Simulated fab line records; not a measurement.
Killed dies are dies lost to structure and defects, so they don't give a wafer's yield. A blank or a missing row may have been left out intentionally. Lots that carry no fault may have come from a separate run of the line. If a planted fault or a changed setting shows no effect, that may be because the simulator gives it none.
Struck lot and sound lot, side by side :: flow sky130 :: 15 out of 708 route steps
Sound: these wafers, L781.1, L781.2, L781.6. The struck wafers were L787.1, L787.3, L787.6. Last of all comes the cause.
Order at every step that has rows: each side's tool, ch and its chambers, its first start. Under that, the readings that differ: sound wafers :: struck wafers :: difference of the means :: sigmas: that difference in standard deviations of wafers without a fault.
alike: a reading whose means differ by less than 2 such deviations, as well as words and numbers matching on both sides. not compared: withheld readings; readings where some wafer has no value; bounds like >300 that might hide an equal value; numbers whose values overlap and for which the record gives no deviation.
The two part at a step that has a row with sigmas, a row that says differs or no value, or rows on one side only. Numbers that don't overlap but have no deviation are shown without sigmas and don't part them. Lack of a reading on every wafer of one side parts them only where that side has two or more wafers.

SKY_VIA1_OVL_MEAS_13:
  sound on overlay-01, day 39 06:55; struck on overlay-02, day 40 10:36
  alike: VIA1_OVL
SKY_VIA1_ETCH_14: etches BARC in N2/H2, stops on SiO2, time 45.9 s, target depth 60 nm.
  sound on rie-diel-04 ch 0,2,3, day 39 06:58; struck on rie-diel-01 ch 0,3, day 40 10:38
  alike: drypump-motor-current-A, oes-product-au, throttle-valve-pct
  not compared: rf-hours-counter-h
SKY_VIA1_ETCH_15: etches SiO2 in C4F8/O2/Ar, stops on TiN, target depth 351 nm, time 54 s.
  sound on rie-diel-04 ch 0,2,3, day 39 07:00; struck on rie-diel-01 ch 0,3, day 40 10:41
  alike: oes-product-au
  not compared: rf-hours-counter-h
then, 5 steps without rows for these wafers: SKY_VIA1_STRIP_16 (strips in O2/N2); SKY_VIA1_STRIP_17 (strips in post etch residue remover, time 1200 s); SKY_VIA1_CLEAN_18 (cleans in IPA, time 180 s); SKY_VIA1_CLEAN_19 (cleans in O3/DIW); SKY_VIA1_SPUTTER_20 (material TiN, target thk 20 nm, time 80 s).
SKY_VIA1_CVD_21: deposits W, target thk 270 nm, time 80.902 s.
  sound on cvd-w-01 ch 0,1, day 39 07:42; struck on cvd-w-02 ch 0,1, day 40 11:23
reading: heater-power-w (W)
sound: 836 816 817
struck: 915 968 971
difference: +128
sigmas: +3
SKY_VIA1_RS_MEAS_22: uses a four-point probe to measure.
  sound on film-metro-04, day 39 07:47; struck on film-metro-02, day 40 11:28
  alike: VIA1_W_RS
SKY_VIA1_THK_MEAS_23: measures by xrf.
  sound on film-metro-04, day 39 07:55; struck on film-metro-02, day 40 11:35
  alike: VIA1_W_THK
SKY_VIA1_CMP_24: polishes, stops on SiO2, t overpolish 15 s, target thk 0 nm.
  sound on cmp-01 ch 1,2, day 39 07:58; struck on cmp-01 ch 0,1, day 40 11:39
reading: head-pressure-psi (psi)
sound: 3.493 3.491 3.496
struck: 3.500 3.514 3.515
difference: +0.016
sigmas: +2
  alike: motor-current-A, overpolish-run-s, time-to-endpoint-s
SKY_METAL2_SPUTTER_00: material Ti, target thk 15 nm, time 10 s.
  sound on pvd-sputter-02, day 39 08:16; struck on pvd-sputter-01, day 40 11:57
reading: model.Ti_of_METAL2_SPUTTER_00.thk-nm (nm)
sound: 15.08 15.17 15.12
struck: 14.42 14.3 14.24
difference: -0.80
sigmas: 
  alike: throttle-valve-pct
SKY_METAL2_SPUTTER_01: material TiN, target thk 20 nm, time 16.7 s.
  sound on pvd-sputter-02, day 39 08:17; struck on pvd-sputter-01, day 40 11:58
  alike: throttle-valve-pct
following that, these wafers have no rows for 1 step: SKY_PAD_OPEN_PROBE_99.

## WHERE THEY PART
At SKY_VIA1_CVD_21 first; at SKY_VIA1_CMP_24 last (within this record only). Later steps at which nothing parts them and some readings are alike: SKY_METAL2_SPUTTER_00, SKY_METAL2_SPUTTER_01.

WHY: whatever the simulator had introduced
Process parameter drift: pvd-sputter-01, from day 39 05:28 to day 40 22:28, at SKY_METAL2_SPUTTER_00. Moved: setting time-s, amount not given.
